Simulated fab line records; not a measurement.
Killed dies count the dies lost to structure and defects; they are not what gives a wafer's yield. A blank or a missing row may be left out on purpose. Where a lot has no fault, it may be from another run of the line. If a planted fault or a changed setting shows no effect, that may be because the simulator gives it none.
fab line records -- flow sky130
record: lots: 12, wafers: 36, last-day: 50
route steps=708 shown VIA4@650 METAL5@677 PASSIVATION@681 PAD_OPEN@708
lots with no fault: from the same line, run without faults
start-h: start of the lot's first displayed wafer, in hours after the record's first day -- wait-h: hours since the lot's step before -- " the same as in the row above -- L1.1+2: a row that stands for several wafers -- - value missing, or start not given -- * or withheld: withheld -- < > ~ a bound
route shown NAME@n: NAME is a module with steps in the file, n the number in the route of the first one -- usual: mean/standard deviation taken from wafers without a fault -- same: alike in all rows -- chamber/n: place in a boat -- sites: the reading at each site -- _std_site: the standard deviation of these -- _edge_site: inner sites' mean taken away from outer sites' mean -- radius-mm: how far each site lies from the wafer's centre -- mask NAME#n: copy n -- behind: the most recent tool/chamber to have shaped the wafer -- hold: reason for holding the lot/hours on hold/outcome of the hold -- device: the transistor (n, p or np) that didn't switch -- end of line: the route-end tests of the same wafers -- step lacking rows: just its recipe -- killed: dies lost to structure and defects at the first sort, not the wafer's yield -- map: a wafer's dies, x killed, . not, _ none there
set.NAME: the setting the step ran with; set.NAME@STEP: the setting that earlier step ran with -- model.NAME: the simulator's own value behind a step, which no gauge read
steps of the route over a sample of lots; a table a step, a row a wafer
services: when a tool's chamber went out of use (start-h, in hours from the record's first day, below 0 if earlier), for how many hours, and the reason
== steps ==
step: SKY_VIA4_OVL_MEAS_11
usual: VIA4_OVL: -0.1/1.2
lot.wafer,tool,chamber,start-h,wait-h,VIA4_OVL[nm]
L857.1,overlay-02,-,1013.57,0.1,-1.2
L857.3,overlay-02,-,1013.57,0.1,0.6
L857.5,overlay-02,-,1013.57,0.1,-1.1
L859.1,overlay-02,-,1026.30,0.1,-1.0
L859.3,overlay-02,-,1026.30,0.1,-1.4
L859.6,overlay-02,-,1026.30,0.1,-2.2
L860.1,overlay-02,-,1031.58,0.1,-1.2
L860.4,overlay-02,-,1031.58,0.1,-0.9
L860.5,overlay-02,-,1031.58,0.1,0.1
L862.3,overlay-02,-,1067.08,0.1,-0.5
L862.4,overlay-02,-,1067.08,0.1,-2.0
L862.5,overlay-02,-,1067.08,0.1,0.2
L865.1,overlay-01,-,1090.42,0.1,-0.2
L865.2,overlay-01,-,1090.42,0.1,0.4
L865.4,overlay-01,-,1090.42,0.1,-0.5
L864.2,overlay-02,-,1093.40,0.1,0.3
L864.4,overlay-02,-,1093.40,0.1,0.3
L864.5,overlay-02,-,1093.40,0.1,1.7
L868.1,overlay-02,-,1103.03,0.1,0.8
L868.3,overlay-02,-,1103.03,0.1,1.1
L868.5,overlay-02,-,1103.03,0.1,0.7
L872.3,overlay-02,-,1120.78,0.1,-2.4
L872.4,overlay-02,-,1120.78,0.1,-0.9
L872.5,overlay-02,-,1120.78,0.1,-0.4
L873.2,overlay-02,-,1130.04,0.1,0.1
L873.3,overlay-02,-,1130.04,0.1,0.6
L873.5,overlay-02,-,1130.04,0.1,-1.2
L875.3,overlay-01,-,1136.16,0.1,-1.0
L875.4,overlay-01,-,1136.16,0.1,0.9
L875.6,overlay-01,-,1136.16,0.1,0.7
L877.2,overlay-01,-,1142.69,0.1,-1.6
L877.3,overlay-01,-,1142.69,0.1,0.7
L877.5,overlay-01,-,1142.69,0.1,-1.1
L879.1,overlay-01,-,1148.37,0.1,-0.5
L879.4,overlay-01,-,1148.37,0.1,-1.3
L879.5,overlay-01,-,1148.37,0.1,0.2
step: SKY_VIA4_STRIP_13
recipe: chemistry: O2/N2, power-w: 1400, pressure-mtorr: 1500, platen-temp-c: withheld, o2-flow-sccm: 3000, n2-flow-sccm: 300, overash-fraction: 0.5
usual: drypump-motor-current-A: 5.6/0.42, oes-product-au: 0.709/0.0044, strip-time-to-endpoint-s: 13.01/0.049
lot.wafer,tool,chamber,start-h,wait-h,drypump-motor-current-A,oes-product-au,rf-hours-counter-h,strip-time-to-endpoint-s
L857.1,plasma-asher-02,0,1013.72,-,6.1,0.705,118,13.05
L857.3,plasma-asher-02,1,1013.72,-,5.2,0.708,-,13.02
L857.5,plasma-asher-02,1,1013.72,-,5.2,0.700,-,13.01
L859.1,plasma-asher-02,0,1026.40,-,6.1,0.711,120,12.99
L859.3,plasma-asher-02,1,1026.40,-,5.2,0.716,-,13.02
L859.6,plasma-asher-02,0,1026.40,-,6.1,0.709,-,12.99
L860.1,plasma-asher-04,0,1031.69,-,5.8,0.704,29,12.99
L860.4,plasma-asher-04,1,1031.69,-,5.2,0.704,-,13.00
L860.5,plasma-asher-04,1,1031.69,-,5.2,0.708,-,12.99
L862.3,plasma-asher-02,1,1067.21,-,5.2,0.711,-,12.99
L862.4,plasma-asher-02,0,1067.21,-,6.1,0.711,-,13.03
L862.5,plasma-asher-02,1,1067.21,-,5.2,0.714,-,13.02
L865.1,plasma-asher-03,0,1090.53,-,5.3,0.712,65,13.01
L865.2,plasma-asher-03,1,1090.53,-,6.2,0.709,65,13.03
L865.4,plasma-asher-03,1,1090.53,-,6.2,0.707,-,13.02
L864.2,plasma-asher-02,1,1093.51,-,5.2,0.710,3,13.05
L864.4,plasma-asher-02,1,1093.51,-,5.2,0.708,-,12.94
L864.5,plasma-asher-02,0,1093.51,-,6.1,0.712,-,12.99
L868.1,plasma-asher-04,0,1103.14,-,5.7,0.705,36,13.02
L868.3,plasma-asher-04,0,1103.14,-,5.8,0.714,-,13.08
L868.5,plasma-asher-04,1,1103.14,-,5.2,0.709,-,13.05
L872.3,plasma-asher-04,1,1120.91,-,5.2,0.714,-,12.96
L872.4,plasma-asher-04,0,1120.91,-,5.8,0.709,-,13.00
L872.5,plasma-asher-04,1,1120.91,-,5.2,0.705,-,12.98
L873.2,plasma-asher-03,0,1130.14,-,5.3,0.711,68,13.01
L873.3,plasma-asher-03,0,1130.14,-,5.2,0.711,-,12.96
L873.5,plasma-asher-03,0,1130.14,-,5.3,0.713,-,13.00
L875.3,plasma-asher-02,1,1136.29,-,5.2,0.711,-,12.97
L875.4,plasma-asher-02,0,1136.29,-,6.1,0.714,-,12.95
L875.6,plasma-asher-02,1,1136.29,-,5.2,0.707,-,13.00
L877.2,plasma-asher-02,1,1142.79,-,5.2,0.703,8,12.95
L877.3,plasma-asher-02,0,1142.79,-,6.1,0.714,-,12.97
L877.5,plasma-asher-02,0,1142.79,-,6.1,0.704,-,13.01
L879.1,plasma-asher-04,1,1148.48,-,5.2,0.707,40,13.08
L879.4,plasma-asher-04,1,1148.48,-,5.2,0.717,-,13.03
L879.5,plasma-asher-04,0,1148.48,-,5.7,0.711,-,13.03
step: SKY_METAL5_STRIP_16
recipe: chemistry: O2/N2, power-w: 1400, pressure-mtorr: 1500, platen-temp-c: withheld, o2-flow-sccm: 3000, n2-flow-sccm: 300, overash-fraction: 0.5
usual: drypump-motor-current-A: 5.6/0.43, oes-product-au: 0.710/0.0048, strip-time-to-endpoint-s: 13.03/0.12
lot.wafer,tool,chamber,start-h,wait-h,drypump-motor-current-A,oes-product-au,rf-hours-counter-h,strip-time-to-endpoint-s
L857.1,plasma-asher-03,0,1038.02,0.2,5.3,0.722,59,13.25
L857.3,plasma-asher-03,1,1038.02,0.2,6.3,0.714,-,13.28
L857.5,plasma-asher-03,1,1038.02,0.2,6.2,0.715,-,13.26
L859.1,plasma-asher-04,1,1050.82,0.2,5.2,0.709,30,13.01
L859.3,plasma-asher-04,1,1050.82,0.2,5.2,0.711,-,12.86
L859.6,plasma-asher-04,0,1050.82,0.2,5.8,0.714,-,12.86
L860.1,plasma-asher-04,0,1055.62,0.2,5.8,0.718,31,13.01
L860.4,plasma-asher-04,1,1055.62,0.2,5.2,0.709,-,13.09
L860.5,plasma-asher-04,0,1055.62,0.2,5.7,0.711,-,13.02
L862.3,plasma-asher-03,1,1090.30,0.1,6.2,0.717,-,12.90
L862.4,plasma-asher-03,0,1090.30,0.1,5.3,0.706,-,12.90
L862.5,plasma-asher-03,1,1090.30,0.1,6.2,0.706,-,12.91
L865.1,plasma-asher-03,1,1112.49,0.2,6.2,0.714,67,13.11
L865.2,plasma-asher-03,0,1112.49,0.2,5.2,0.705,67,13.03
L865.4,plasma-asher-03,1,1112.49,0.2,6.2,0.710,-,13.05
L864.2,plasma-asher-03,0,1114.60,0.3,5.3,0.710,67,13.06
L864.4,plasma-asher-03,1,1114.60,0.3,6.2,0.709,-,13.02
L864.5,plasma-asher-03,1,1114.60,0.3,6.2,0.713,-,12.96
L868.1,plasma-asher-03,1,1124.98,0.2,6.2,0.704,68,13.00
L868.3,plasma-asher-03,0,1124.98,0.2,5.3,0.713,-,13.01
L868.5,plasma-asher-03,0,1124.98,0.2,5.3,0.719,-,13.05
L872.3,plasma-asher-01,1,1142.31,0.1,5.7,0.708,-,13.18
L872.4,plasma-asher-01,0,1142.31,0.1,4.9,0.706,-,12.96
L872.5,plasma-asher-01,1,1142.31,0.1,5.7,0.711,-,12.93
L873.2,plasma-asher-04,1,1150.96,0.3,5.2,0.709,40,13.17
L873.3,plasma-asher-04,1,1150.96,0.3,5.2,0.709,-,13.13
L873.5,plasma-asher-04,0,1150.96,0.3,5.8,0.718,-,13.06
L875.3,plasma-asher-04,1,1157.47,0.1,5.2,0.706,-,12.91
L875.4,plasma-asher-04,0,1157.47,0.1,5.7,0.711,-,13.18
L875.6,plasma-asher-04,0,1157.47,0.1,5.7,0.712,-,13.26
L877.2,plasma-asher-03,0,1163.57,0.2,5.3,0.715,72,12.93
L877.3,plasma-asher-03,0,1163.57,0.2,5.3,0.710,-,12.96
L877.5,plasma-asher-03,1,1163.57,0.2,6.3,0.712,-,12.97
L879.1,plasma-asher-03,1,1168.18,0.2,6.2,0.712,72,13.19
L879.4,plasma-asher-03,0,1168.18,0.2,5.2,0.706,-,13.19
L879.5,plasma-asher-03,0,1168.18,0.2,5.2,0.709,-,13.23
step: SKY_PASSIVATION_CVD_00
recipe: material: SiO2, target-thk-nm: 90, temp-c: 400, time-s: withheld, rf-w: 600
usual: heater-power-w: 655/120
lot.wafer,tool,chamber,start-h,wait-h,heater-power-w
L857.1,pecvd-01,1,1038.64,0.0,700
L857.3,pecvd-01,2,1038.64,0.0,663
L857.5,pecvd-01,1,1038.64,0.0,681
L859.1,pecvd-01,2,1051.49,0.0,680
L859.3,pecvd-01,1,1051.49,0.0,686
L859.6,pecvd-01,0,1051.49,0.0,722
L860.1,pecvd-03,2,1056.22,0.0,601
L860.4,pecvd-03,2,1056.22,0.0,611
L860.5,pecvd-03,1,1056.22,0.0,399
L862.3,pecvd-01,2,1090.86,0.0,671
L862.4,pecvd-01,1,1090.86,0.0,652
L862.5,pecvd-01,0,1090.86,0.0,813
L865.1,pecvd-04,2,1113.09,0.0,527
L865.2,pecvd-04,0,1113.09,0.0,722
L865.4,pecvd-04,0,1113.09,0.0,753
L864.2,pecvd-01,2,1115.23,0.0,691
L864.4,pecvd-01,2,1115.23,0.0,702
L864.5,pecvd-01,1,1115.23,0.0,763
L868.1,pecvd-01,0,1125.57,0.0,830
L868.3,pecvd-01,1,1125.57,0.0,707
L868.5,pecvd-01,0,1125.57,0.0,821
L872.3,pecvd-04,0,1142.91,0.0,759
L872.4,pecvd-04,2,1142.91,0.0,482
L872.5,pecvd-04,1,1142.91,0.0,652
L873.2,pecvd-04,1,1151.56,0.0,657
L873.3,pecvd-04,2,1151.56,0.0,537
L873.5,pecvd-04,1,1151.56,0.0,656
L875.3,pecvd-04,1,1158.03,0.0,597
L875.4,pecvd-04,1,1158.03,0.0,588
L875.6,pecvd-04,0,1158.03,0.0,733
L877.2,pecvd-01,0,1164.16,0.0,827
L877.3,pecvd-01,2,1164.16,0.0,706
L877.5,pecvd-01,0,1164.16,0.0,815
L879.1,pecvd-01,2,1168.77,0.0,631
L879.4,pecvd-01,1,1168.77,0.0,739
L879.5,pecvd-01,0,1168.77,0.0,795
step: SKY_PAD_OPEN_PROBE_99
usual: defect-limited-yield: 82.1/1.8, killed_at_M0_to_M3: 44/6.2, killed_at_M4_up: 3.3/1.8, killed-at-contacts: 25/5.8, killed-at-front-end: 15/4, killed-at-other: 0.3/0.49, killed-dies: 88/8.8, killed-open: 48/6.5, killed-short: 39/6.3, sort_bin_3_pad_short: 0.9/0.41, sort_bin_5_function: 10.6/1.4, sort_bin_6_memory: 6.4/1.1, sort-n-pass: 404/8.8, sort-yield-pct: 82.1/1.8
same: gross-dies: 492, killed-at-back-side: 0, sort_bin_4_leakage[%]: 0, sort_bin_8_speed[%]: 0
lot.wafer,tool,chamber,start-h,wait-h,defect-limited-yield[%],killed_at_M0_to_M3,killed_at_M4_up,killed-at-contacts,killed-at-front-end,killed-at-other,killed-dies,killed-open,killed-short,sort_bin_3_pad_short[%],sort_bin_5_function[%],sort_bin_6_memory[%],sort-n-pass,sort-yield-pct[%]
L872.4,prober-02,-,1182.82,0.2,83.3,40,3,26,12,1,82,40,40,0.8,10.8,5.1,410,83.3
L872.5,prober-02,-,1182.87,0.2,81.7,45,3,22,20,0,90,52,37,0.8,10.8,6.7,402,81.7
L873.2,prober-01,-,1190.30,0.1,80.5,47,3,25,21,0,96,52,44,1.4,11.0,7.1,396,80.5
L873.3,prober-01,-,1190.35,0.2,83.3,38,3,24,16,1,82,43,39,0.6,10.6,5.5,410,83.3
L873.5,prober-01,-,1190.45,0.2,75.6,44,42,27,7,0,120,45,36,2.4,14.0,7.9,372,75.6
L875.3,prober-01,-,1195.28,0.2,80.1,56,9,17,16,0,98,46,52,1.2,12.8,5.9,394,80.1
L875.4,prober-01,-,1195.33,0.2,72.6,45,56,26,8,0,135,48,34,2.2,17.9,7.3,357,72.6
L875.6,prober-01,-,1195.43,0.2,76.6,43,47,16,9,0,115,40,32,1.6,14.4,7.3,377,76.6
killed by level:class
L872.4 VIA1:geometric-particle:open=10 CONTACT:geometric-particle:open=8 LI_CONTACT:geometric-particle:open=7 METAL2:geometric-particle:short=6 LOCAL_INTERCONNECT:geometric-particle:short=5 METAL3:geometric-particle:short=5 VIA3:geometric-particle:open=5 FIELD_ISO:geometric-particle:open=4
L872.5 VIA1:geometric-particle:open=12 VIA2:geometric-particle:open=8 CONTACT:geometric-particle:open=8 CONTACT:geometric-particle:short=7 POLY_GATE:geometric-particle:short=6 POLY_GATE:geometric-particle:open=5 LI_CONTACT:geometric-particle:open=5 METAL1:geometric-particle:short=5
L873.2 VIA1:geometric-particle:open=12 CONTACT:geometric-particle:open=10 POLY_GATE:geometric-particle:short=8 VIA2:geometric-particle:open=8 FIELD_ISO:geometric-particle:short=5 CONTACT:geometric-particle:short=5 LI_CONTACT:geometric-particle:open=5 VIA1:geometric-particle:short=5
L873.3 VIA1:geometric-particle:open=7 LOCAL_INTERCONNECT:geometric-particle:short=6 CONTACT:geometric-particle:open=6 VIA2:geometric-particle:open=6 VIA3:geometric-particle:short=6 VIA3:geometric-particle:open=6 VIA1:geometric-particle:short=5 FIELD_ISO:geometric-particle:open=4
L873.5 METAL5:unspecified=39 VIA1:geometric-particle:open=11 CONTACT:geometric-particle:open=9 LI_CONTACT:geometric-particle:open=7 VIA1:geometric-particle:short=6 VIA2:geometric-particle:open=6 VIA3:geometric-particle:short=5 METAL2:geometric-particle:short=5
L875.3 METAL1:geometric-particle:short=12 VIA2:geometric-particle:open=11 VIA2:geometric-particle:short=6 VIA1:geometric-particle:open=5 LI_CONTACT:geometric-particle:short=5 CONTACT:geometric-particle:open=5 METAL2:geometric-particle:short=5 FIELD_ISO:geometric-particle:short=4
L875.4 METAL5:unspecified=53 VIA2:geometric-particle:open=11 CONTACT:geometric-particle:open=10 VIA3:geometric-particle:open=10 METAL1:geometric-particle:short=7 CONTACT:geometric-particle:short=6 VIA1:geometric-particle:open=6 LI_CONTACT:geometric-particle:open=4
L875.6 METAL5:unspecified=43 METAL2:geometric-particle:short=7 VIA3:geometric-particle:open=7 VIA1:geometric-particle:open=6 CONTACT:geometric-particle:open=5 LI_CONTACT:geometric-particle:open=5 VIA3:geometric-particle:short=5 METAL1:geometric-particle:short=5
== services ==
tool,chamber,start-h,hours,kind
pecvd-01,0,992.61,5.0,scheduled-down
pecvd-01,-,992.96,1.0,repair
pecvd-03,1,1004.86,2.1,scheduled-down
plasma-asher-02,-,1005.96,0.9,repair
pecvd-03,1,1006.99,-,clean
pecvd-03,1,1006.99,-,consumable-replace:showerhead
pecvd-03,1,1006.99,29.0,scheduled-down
pecvd-04,0,1007.22,2.2,repair
pecvd-03,-,1013.75,1.8,repair
plasma-asher-04,-,1019.44,3.3,repair
pecvd-01,-,1024.26,0.3,repair
pecvd-01,0,1034.25,5.5,scheduled-down
plasma-asher-03,-,1034.44,1.6,repair
plasma-asher-02,-,1055.25,9.0,pm
plasma-asher-02,0,1055.25,9.0,vent-cycle
plasma-asher-02,1,1055.25,9.0,vent-cycle
plasma-asher-02,0,1064.25,-,clean
plasma-asher-02,1,1064.25,-,clean
pecvd-03,0,1101.21,4.0,repair
pecvd-04,-,1108.40,1.0,repair
plasma-asher-01,-,1136.22,1.1,repair
pecvd-01,2,1142.71,5.5,scheduled-down
pecvd-01,2,1150.74,3.9,repair
pecvd-01,1,1154.79,2.1,scheduled-down
== key ==
first-sign: step: SKY_PAD_OPEN_PROBE_99, reading: killed_at_M4_up, direction: up, sigmas: 25, usual: 3.3, struck: 48.3
effect: step: SKY_PAD_OPEN_PROBE_99, reading: killed-dies, direction: up, sigmas: 4, usual: 88, struck: 123
met-at SKY_METAL5_STRIP_16
struck-lots L873,L875
struck-wafers L873.5,L875.4,L875.6
not-acting-at SKY_VIA4_OVL_MEAS_11,SKY_VIA4_STRIP_13,SKY_PASSIVATION_CVD_00
onset-between 1055.62 1150.96
fault: kind: chamber-particle-source, tool: plasma-asher-04, chamber: 0, onset-h: 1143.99, steps: SKY_METAL5_STRIP_16, rate-per-visit-cm2: 0.51574, end-h: 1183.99
